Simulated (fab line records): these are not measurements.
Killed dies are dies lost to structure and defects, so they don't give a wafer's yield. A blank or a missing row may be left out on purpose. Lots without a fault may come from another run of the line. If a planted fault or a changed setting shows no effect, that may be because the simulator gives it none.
What tool caused it? ; flow gf180mcu ; 7 lots with 19 wafers sampled at 2 steps, on a route of 602 steps

== WHAT THE GAUGES SHOWED, per wafer ==
GF_MIM_THK_MEAS_06.
lot;measured;on;MIM_CVD_05_THK (nm)
L816;day 25 13:38;filmMetro-03;41.9 42.4 42.6
L819;day 26 11:42;filmMetro-03;41.4 41.9 42.5
L821;day 27 07:08;filmMetro-03;42.0
L825;day 28 10:31;filmMetro-03;41.5 42.8 42.4
L828;day 29 09:55;filmMetro-03;42.3 43.2 42.4
L833;day 30 11:53;filmMetro-03;41.0 42.2 42.9
L835;day 31 04:15;filmMetro-03;41.8 42.9 43.3

== WHICH TOOL RAN EACH LOT (tool, then ch and the chambers of the sampled wafers, then the start) ==
lot;GF_MIM_SPUTTER_03
L816;pvdSputter-04, day 25 13:32
L819;pvdSputter-04, day 26 11:36
L821;pvdSputter-04, day 27 07:02
L825;pvdSputter-02, day 28 10:25
L828;pvdSputter-04, day 29 09:47
L833;pvdSputter-04, day 30 11:47
L835;pvdSputter-02, day 31 04:08
- GF_MIM_SPUTTER_03: material Ti, target thk 10 nm, time 6.7 s.

== THE ANSWER, worked out from the rows above alone ==
Rule: the lots themselves supply what counts as usual. The widest of any qualifying gaps counts: lots, ordered by their means at a reading, are off when they make up no more than a third of the lots, leave a main group of 4 or more, and stand apart from it by 3 or more times the standard deviation of that group's means. If all means in a main group match to the digits the tables above print for the reading, that group is not used. A lot without any number at a reading at which 4 lots or more have one is off too. All remaining lots with rows at the step are treated as sound.
Nothing can be told from this: no lot is off at any reading shown.

== WHAT HAD BEEN PUT IN BY THE SIMULATOR ==
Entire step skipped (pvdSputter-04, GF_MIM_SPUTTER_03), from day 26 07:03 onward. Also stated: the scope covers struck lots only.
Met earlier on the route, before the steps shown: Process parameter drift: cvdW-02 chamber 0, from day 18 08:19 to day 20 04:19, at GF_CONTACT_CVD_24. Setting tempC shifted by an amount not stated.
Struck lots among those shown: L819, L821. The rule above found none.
